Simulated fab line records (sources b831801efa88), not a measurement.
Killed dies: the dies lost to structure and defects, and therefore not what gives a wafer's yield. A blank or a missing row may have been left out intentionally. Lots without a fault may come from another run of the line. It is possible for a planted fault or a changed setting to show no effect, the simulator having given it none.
fab line records	flow sky130
record: lots: 7	wafers: 21	last-day: 50
route steps=708 shown CAP2M@606 PAD_OPEN@708
lots untouched by any fault: they come from a run of this same line in which no faults occurred
start-h: start of the lot's first displayed wafer, in hours after the record's first day	wait-h: hours elapsed since this lot's preceding step	" the same as in the row above	L1.1+2: one row covering several wafers at once	- no value, or no start given	* or withheld: withheld	< > ~ a bound
route shown NAME@n: a module of which the file shows steps, and the number in the route of the first	usual: mean/standard deviation of fault-free wafers	same: alike in all rows	chamber/n: place in a boat	sites: each site's reading	_std_site: the standard deviation of these	_edge_site: outer sites' mean less inner sites'	radius-mm: for every site, how far away it sits from the centre of the wafer	mask NAME#n: copy n	behind: the last tool/chamber to shape the wafer	hold: the reason the lot was held/the length of the hold in hours/how it ended	device: the transistor (n, p or np) that didn't switch	end of line: tests of these same wafers at the route's end	where a step has no rows: the recipe by itself	killed: count of dies lost to structure and defects at first sort (not the wafer's yield)	map: shows each die of a wafer: x if killed, . if not, _ if none is there
set.NAME: the setting the step ran with; set.NAME@STEP: the setting that earlier step ran with	model.NAME: the simulator's own value behind a step, which no gauge read
lots seen at some steps along the route; tables by step, rows by wafer
services: from which hour (start-h, from the record's first day; less than 0 if before it) a tool's chamber was out of use, for how many hours, and why
== steps ==
step: SKY_CAP2M_RS_MEAS_03
recipe: thk-meas-gauge: four-point-probe	reads: TiN_of_CAP2M_SPUTTER_02
usual: CAP2M_TIN_RS: 6.87/0.053
lot.wafer	tool	chamber	start-h	wait-h	CAP2M_TIN_RS[ohm/sq]
L279.2	film-metro-01	-	955.31	0.1	6.82
L279.4	"	-	"	"	6.78
L279.6	"	-	"	"	6.80
L289.1	film-metro-03	-	1022.82	0.1	6.84
L289.3	"	-	"	"	6.90
L289.6	"	-	"	"	6.87
L295.2	film-metro-01	-	1052.60	0.1	6.94
L295.3	"	-	"	"	7.02
L295.4	"	-	"	"	6.93
L296.2	film-metro-03	-	1056.69	0.1	6.84
L296.4	"	-	"	"	6.92
L296.6	"	-	"	"	6.86
L297.2	film-metro-03	-	1064.03	0.1	6.77
L297.3	"	-	"	"	6.87
L297.6	"	-	"	"	6.83
L298.1	film-metro-01	-	1065.79	0.1	6.90
L298.4	"	-	"	"	6.85
L298.5	"	-	"	"	6.95
L299.2	film-metro-04	-	1077.18	0.1	6.86
L299.4	"	-	"	"	6.89
L299.5	"	-	"	"	6.84
step: SKY_CAP2M_THK_MEAS_04
recipe: thk-meas-gauge: xrf	reads: TiN_of_CAP2M_SPUTTER_02
usual: CAP2M_TIN_THK: 199.9/1.7
lot.wafer	tool	chamber	start-h	wait-h	CAP2M_TIN_THK[nm]
L279.2	film-metro-01	-	955.42	0.1	201.7
L279.4	"	-	"	"	203.1
L279.6	"	-	"	"	203.9
L289.1	film-metro-03	-	1022.94	0.1	199.7
L289.3	"	-	"	"	198.9
L289.6	"	-	"	"	201.5
L295.2	film-metro-01	-	1052.71	0.1	197.8
L295.3	"	-	"	"	195.6
L295.4	"	-	"	"	198.6
L296.2	film-metro-03	-	1056.80	0.1	199.2
L296.4	"	-	"	"	197.6
L296.6	"	-	"	"	199.2
L297.2	film-metro-03	-	1064.14	0.1	200.9
L297.3	"	-	"	"	199.6
L297.6	"	-	"	"	198.5
L298.1	film-metro-01	-	1065.91	0.1	199.1
L298.4	"	-	"	"	199.5
L298.5	"	-	"	"	197.5
L299.2	film-metro-04	-	1077.29	0.1	200.2
L299.4	"	-	"	"	199.4
L299.5	"	-	"	"	201.7
step: SKY_CAP2M_DEHYDRATE_05
recipe: temp-c: 200	time-s: 60
step: SKY_CAP2M_HMDS_06
recipe: prime-time-s: 60	prime-temp-c: 120
step: SKY_CAP2M_COAT_07
recipe: resist: NOVOLAK	spin-rpm: 3000	resist-thk-nm: 1140
step: SKY_CAP2M_SOFTBAKE_08
recipe: temp-c: 90	time-s: 60	resist: NOVOLAK
step: SKY_CAP2M_EXPOSE_09
recipe: mask-id: CAP2M	na: 0.6	source-shape: conventional	sigma-outer: 0.6	polarization: unpolarized	target-cd-nm: 1000	dose-mj: 159
step: SKY_CAP2M_PEB_10
recipe: temp-c: withheld	time-s: *	resist: NOVOLAK
step: SKY_CAP2M_DEVELOP_11
recipe: resist: NOVOLAK	developer: TMAH	develop-time-s: 60	dev-temp-c: 23
step: SKY_CAP2M_OVL_MEAS_12
usual: CAP2M_OVL: -0.1/1.3
lot.wafer	tool	chamber	start-h	wait-h	CAP2M_OVL[nm]
L279.2	overlay-02	-	979.79	0.1	0.6
L279.4	"	-	"	"	0.5
L279.6	"	-	"	"	2.2
L289.1	overlay-01	-	1045.22	0.1	-1.0
L289.3	"	-	"	"	0.2
L289.6	"	-	"	"	-1.6
L295.2	overlay-02	-	1073.53	0.1	0.8
L295.3	"	-	"	"	0.9
L295.4	"	-	"	"	0.1
L296.2	overlay-02	-	1077.82	0.1	-1.6
L296.4	"	-	"	"	0.1
L296.6	"	-	"	"	-1.5
L297.2	overlay-02	-	1084.67	0.1	0.1
L297.3	"	-	"	"	-0.9
L297.6	"	-	"	"	-1.1
L298.1	overlay-01	-	1086.37	0.1	1.9
L298.4	"	-	"	"	0.8
L298.5	"	-	"	"	-0.1
L299.2	overlay-01	-	1097.18	0.1	1.8
L299.4	"	-	"	"	0.8
L299.5	"	-	"	"	-0.1
step: SKY_CAP2M_METAL_ETCH_13
recipe: target-depth-nm: 220	stop-on: SiO2	chemistry: Cl2/BCl3	target: TiN	pressure-mtorr: 10	icp-w: 900	bias-w: 48.5	Cl2_flow_sccm: 60	bcl3-flow-sccm: 30	time-s: 62.9
usual: drypump-motor-current-A: 5.6/0.39	oes-product-au: 0.945/0.0058	throttle-valve-pct: 21.899/0.0091
lot.wafer	tool	chamber	start-h	wait-h	drypump-motor-current-A	oes-product-au	rf-hours-counter-h	throttle-valve-pct
L279.2	rie-metal-03	1	979.82	0.0	6.1	0.957	17	21.894
L279.4	"	0	"	"	6.4	0.957	-	21.913
L279.6	"	1	"	"	6.1	0.952	-	21.911
L289.1	rie-metal-03	0	1045.26	0.0	6.4	0.944	13	21.899
L289.3	"	0	"	"	6.4	0.937	-	21.903
L289.6	"	1	"	"	6.1	0.953	-	21.893
L295.2	rie-metal-01	1	1073.56	0.0	5.6	0.942	18	21.898
L295.3	"	1	"	"	5.6	0.938	-	21.907
L295.4	"	0	"	"	5.6	0.938	-	21.908
L296.2	rie-metal-01	1	1077.85	0.0	5.6	0.941	19	21.893
L296.4	"	1	"	"	5.6	0.943	-	21.900
L296.6	"	1	"	"	5.6	0.940	-	21.898
L297.2	rie-metal-01	0	1084.70	0.0	5.6	0.951	14	21.894
L297.3	"	1	"	"	5.6	0.944	-	21.896
L297.6	"	0	"	"	5.6	0.947	-	21.900
L298.1	rie-metal-04	0	1086.41	0.0	4.7	0.941	19	21.891
L298.4	"	0	"	"	4.6	0.949	-	21.898
L298.5	"	0	"	"	4.6	0.934	-	21.885
L299.2	rie-metal-01	1	1097.21	0.0	5.6	0.951	20	21.886
L299.4	"	1	"	"	5.6	0.945	-	21.912
L299.5	"	0	"	"	5.6	0.946	-	21.889
step: SKY_CAP2M_STRIP_14
recipe: chemistry: O2/N2	power-w: 1400	pressure-mtorr: 1500	platen-temp-c: withheld	o2-flow-sccm: 3000	n2-flow-sccm: 300	overash-fraction: 0.5
usual: chamber-pressure-mTorr: 1500.3/1.4	drypump-motor-current-A: 5.8/0.39	o2-flow-sccm: 3001/9.5	oes-product-au: 0.710/0.0043	strip-time-to-endpoint-s: 12.65/0.034
lot.wafer	tool	chamber	start-h	wait-h	chamber-pressure-mTorr	drypump-motor-current-A	o2-flow-sccm	oes-product-au	rf-hours-counter-h	strip-time-to-endpoint-s
L279.2	plasma-asher-01	0	979.90	0.1	1499.5	5.6	3029	0.715	22	12.64
L279.4	"	0	"	"	1502.4	5.6	3008	0.707	-	12.64
L279.6	"	0	"	"	1500.0	5.6	3018	0.705	-	12.63
L289.1	plasma-asher-01	0	1045.34	0.1	1500.2	5.6	3013	0.699	29	12.62
L289.3	"	0	"	"	1499.5	5.6	2997	0.710	-	12.62
L289.6	"	1	"	"	1500.6	6.0	3006	0.709	-	12.65
L295.2	plasma-asher-04	1	1073.64	0.1	1499.1	5.8	3021	0.711	1	12.71
L295.3	"	0	"	"	1500.5	5.3	2999	0.714	-	12.66
L295.4	"	1	"	"	1503.1	5.8	3005	0.714	-	12.71
L296.2	plasma-asher-04	0	1077.93	0.1	1500.7	5.3	2998	0.713	1	12.60
L296.4	"	1	"	"	1500.8	5.8	3007	0.707	-	12.61
L296.6	"	0	"	"	1500.2	5.4	3011	0.713	-	12.68
L297.2	plasma-asher-03	1	1084.78	0.1	1500.9	6.6	3002	0.712	92	12.68
L297.3	"	1	"	"	1500.6	6.6	2977	0.710	-	12.67
L297.6	"	0	"	"	1502.2	5.4	3016	0.719	-	12.63
L298.1	plasma-asher-04	0	1086.49	0.1	1499.4	5.3	2994	0.714	2	12.60
L298.4	"	1	"	"	1502.0	5.8	3005	0.713	-	12.65
L298.5	"	1	"	"	1501.0	5.8	3019	0.707	-	12.63
L299.2	plasma-asher-01	1	1097.29	0.1	1500.3	6.0	2994	0.712	35	12.64
L299.4	"	0	"	"	1501.4	5.5	2992	0.713	-	12.70
L299.5	"	1	"	"	1498.6	6.0	2998	0.711	-	12.67
step: SKY_CAP2M_STRIP_15
recipe: chemistry: post-etch-residue-remover	time-s: 1200	temp-c: 72.5
usual: bath-guard-temp-C: 72.2/0.46	bath-heat-duty-pct: 15.4/1.8
lot.wafer	tool	chamber	start-h	wait-h	bath-guard-temp-C	bath-heat-duty-pct
L279.2	wet-bench-04	2	980.00	0.1	72.2	16.2
L279.4	"	2	"	"	72.4	16.6
L279.6	"	2	"	"	72.5	17.1
L289.1	wet-bench-02	1	1045.44	0.1	71.8	14.1
L289.3	"	1	"	"	72.2	14.8
L289.6	"	1	"	"	71.9	14.3
L295.2	wet-bench-04	2	1073.74	0.1	-	-
L295.3	"	2	"	"	-	-
L295.4	"	2	"	"	-	-
L296.2	wet-bench-04	0	1078.03	0.1	-	-
L296.4	"	0	"	"	-	-
L296.6	"	0	"	"	-	-
L297.2	wet-bench-04	0	1084.88	0.1	-	-
L297.3	"	0	"	"	-	-
L297.6	"	0	"	"	-	-
L298.1	wet-bench-02	2	1086.59	0.1	73.5	16.4
L298.4	"	2	"	"	73.6	15.2
L298.5	"	2	"	"	73.5	16.5
L299.2	wet-bench-03	3	1097.39	0.1	71.7	15.3
L299.4	"	3	"	"	72.0	14.9
L299.5	"	3	"	"	71.6	15.8
step: SKY_CAP2M_CLEAN_16
recipe: chemistry: IPA	time-s: 180	temp-c: 25
step: SKY_PAD_OPEN_PROBE_99
usual: defect-limited-yield: 82.3/2	killed_at_M0_to_M3: 43/7.3	killed_at_M4_up: 3.2/1.8	killed-at-contacts: 24/5.8	killed-at-front-end: 16/4.5	killed-at-other: 0.3/0.53	killed-dies: 87/9.9	killed-open: 48/6.8	killed-short: 39/6.9	sort_bin_3_pad_short: 0.8/0.42	sort_bin_5_function: 10.4/1.6	sort_bin_6_memory: 6.4/1.2	sort-n-pass: 405/9.9	sort-yield-pct: 82.3/2
same: gross-dies: 492	killed-at-back-side: 0	sort_bin_4_leakage[%]: 0	sort_bin_8_speed[%]: 0
lot.wafer	tool	chamber	start-h	wait-h	defect-limited-yield[%]	killed_at_M0_to_M3	killed_at_M4_up	killed-at-contacts	killed-at-front-end	killed-at-other	killed-dies	killed-open	killed-short	sort_bin_3_pad_short[%]	sort_bin_5_function[%]	sort_bin_6_memory[%]	sort-n-pass	sort-yield-pct[%]
L279.2	prober-02	-	1098.71	0.1	85.4	32	2	22	15	1	72	35	37	0.6	7.9	6.1	420	85.4
L279.4	prober-02	-	1098.81	0.2	82.1	52	4	20	12	0	88	45	43	0.2	10.0	7.7	404	82.1
L279.6	prober-02	-	1098.91	0.2	85.2	42	2	18	11	0	73	34	39	1.4	7.3	6.1	419	85.2
L296.2	prober-01	-	1177.11	0.1	86.2	35	7	15	10	1	68	43	25	0.4	6.7	6.7	424	86.2
L296.4	prober-01	-	1177.21	0.2	84.6	49	0	14	13	0	76	34	42	0.6	8.7	6.1	416	84.6
L296.6	prober-01	-	1177.31	0.2	82.5	43	5	27	11	0	86	42	44	0.6	8.5	8.3	406	82.5
L297.2	prober-02	-	1184.54	0.1	80.5	51	4	26	15	0	96	54	42	0.4	11.8	7.3	396	80.5
L297.3	prober-02	-	1184.59	0.2	83.3	37	4	28	13	0	82	44	38	0.4	9.1	7.1	410	83.3
L297.6	prober-02	-	1184.74	0.2	82.3	39	2	31	14	1	87	46	41	1.0	10.4	6.3	405	82.3
L298.1	prober-01	-	1184.83	0.1	81.9	39	0	35	15	0	89	49	40	0.8	10.0	7.3	403	81.9
L298.4	prober-01	-	1184.98	0.2	81.1	56	1	17	19	0	93	54	39	1.4	9.8	7.7	399	81.1
L298.5	prober-01	-	1185.03	0.2	81.5	48	2	26	15	0	91	52	39	0	11.2	7.3	401	81.5
killed by level:class
L279.2 VIA1:geometric-particle:open=9 CONTACT:geometric-particle:short=8 METAL2:geometric-particle:short=8 FIELD_ISO:geometric-particle:short=5 FIELD_ISO:geometric-particle:open=4 POLY_GATE:geometric-particle:open=4 LI_CONTACT:geometric-particle:open=4 LOCAL_INTERCONNECT:geometric-particle:short=4
L279.4 VIA1:geometric-particle:open=10 METAL2:geometric-particle:short=10 CONTACT:geometric-particle:open=9 LI_CONTACT:geometric-particle:open=7 VIA2:geometric-particle:open=7 VIA1:geometric-particle:short=5 VIA2:geometric-particle:short=4 VIA3:geometric-particle:open=4
L279.6 VIA1:geometric-particle:open=8 METAL1:geometric-particle:short=8 METAL2:geometric-particle:short=6 FIELD_ISO:geometric-particle:short=5 LI_CONTACT:geometric-particle:open=5 CONTACT:geometric-particle:open=5 VIA1:geometric-particle:short=4 CONTACT:geometric-particle:short=3
L296.2 VIA1:geometric-particle:open=8 VIA3:geometric-particle:open=8 VIA2:geometric-particle:open=6 LI_CONTACT:geometric-particle:short=5 METAL4:geometric-particle:open=5 CONTACT:geometric-particle:open=4 METAL1:geometric-particle:short=4 METAL2:geometric-particle:short=4
L296.4 METAL2:geometric-particle:short=10 METAL1:geometric-particle:short=8 VIA1:geometric-particle:open=7 VIA3:geometric-particle:open=5 VIA2:geometric-particle:open=5 FIELD_ISO:geometric-particle:short=4 LOCAL_INTERCONNECT:geometric-particle:short=4 CONTACT:geometric-particle:open=4
L296.6 VIA1:geometric-particle:open=11 CONTACT:geometric-particle:open=7 METAL1:geometric-particle:short=7 METAL2:geometric-particle:short=7 LI_CONTACT:geometric-particle:short=6 LOCAL_INTERCONNECT:geometric-particle:short=6 VIA2:geometric-particle:open=5 METAL3:geometric-particle:short=5
L297.2 VIA1:geometric-particle:open=17 CONTACT:geometric-particle:open=11 VIA3:geometric-particle:open=8 METAL3:geometric-particle:short=7 CONTACT:geometric-particle:short=5 METAL1:geometric-particle:short=5 FIELD_ISO:geometric-particle:short=4 POLY_GATE:geometric-particle:short=4
L297.3 CONTACT:geometric-particle:open=11 VIA1:geometric-particle:open=7 LI_CONTACT:geometric-particle:open=6 LOCAL_INTERCONNECT:geometric-particle:short=6 METAL1:geometric-particle:short=5 VIA2:geometric-particle:short=5 VIA3:geometric-particle:short=4 VIA2:geometric-particle:open=4
L297.6 LI_CONTACT:geometric-particle:open=10 CONTACT:geometric-particle:open=8 VIA1:geometric-particle:open=7 LOCAL_INTERCONNECT:geometric-particle:short=6 VIA3:geometric-particle:open=6 METAL1:geometric-particle:short=5 VIA2:geometric-particle:short=5 FIELD_ISO:geometric-particle:open=4
L298.1 CONTACT:geometric-particle:open=12 VIA1:geometric-particle:open=10 LI_CONTACT:geometric-particle:open=8 METAL2:geometric-particle:short=8 LOCAL_INTERCONNECT:geometric-particle:short=7 CONTACT:geometric-particle:short=7 POLY_GATE:geometric-particle:open=5 VIA2:geometric-particle:open=4
L298.4 VIA1:geometric-particle:open=15 VIA3:geometric-particle:open=12 FIELD_ISO:geometric-particle:short=6 FIELD_ISO:geometric-particle:open=6 VIA1:geometric-particle:short=6 VIA2:geometric-particle:open=6 LOCAL_INTERCONNECT:geometric-particle:short=5 CONTACT:geometric-particle:open=5
L298.5 VIA1:geometric-particle:open=12 LI_CONTACT:geometric-particle:open=7 CONTACT:geometric-particle:open=7 VIA3:geometric-particle:short=7 VIA2:geometric-particle:open=6 POLY_GATE:geometric-particle:open=4 LI_CONTACT:geometric-particle:short=4 METAL1:geometric-particle:open=4
== services ==
tool	chamber	start-h	hours	kind
rie-metal-04	-	981.89	0.3	repair
plasma-asher-04	-	1044.85	14.6	pm
plasma-asher-04	-	1059.45	9.0	pm
plasma-asher-04	0	1059.45	9.0	vent-cycle
plasma-asher-04	1	1059.45	9.0	vent-cycle
plasma-asher-04	0	1068.45	-	clean
plasma-asher-04	1	1068.45	-	clean
== key ==
first-sign: step: SKY_CAP2M_STRIP_15	reading: tool-record	direction: missing
effect none on later readings
met-at SKY_CAP2M_STRIP_15
struck-wafers L295.2,L295.3,L295.4,L296.2,L296.4,L296.6,L297.2,L297.3,L297.6
onset-between 980.00 1073.74
fault: kind: skipped-step-whole	tool: wet-bench-04	chamber: -	onset-h: 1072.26	steps: SKY_CAP2M_STRIP_15	scope: struck-lots-only
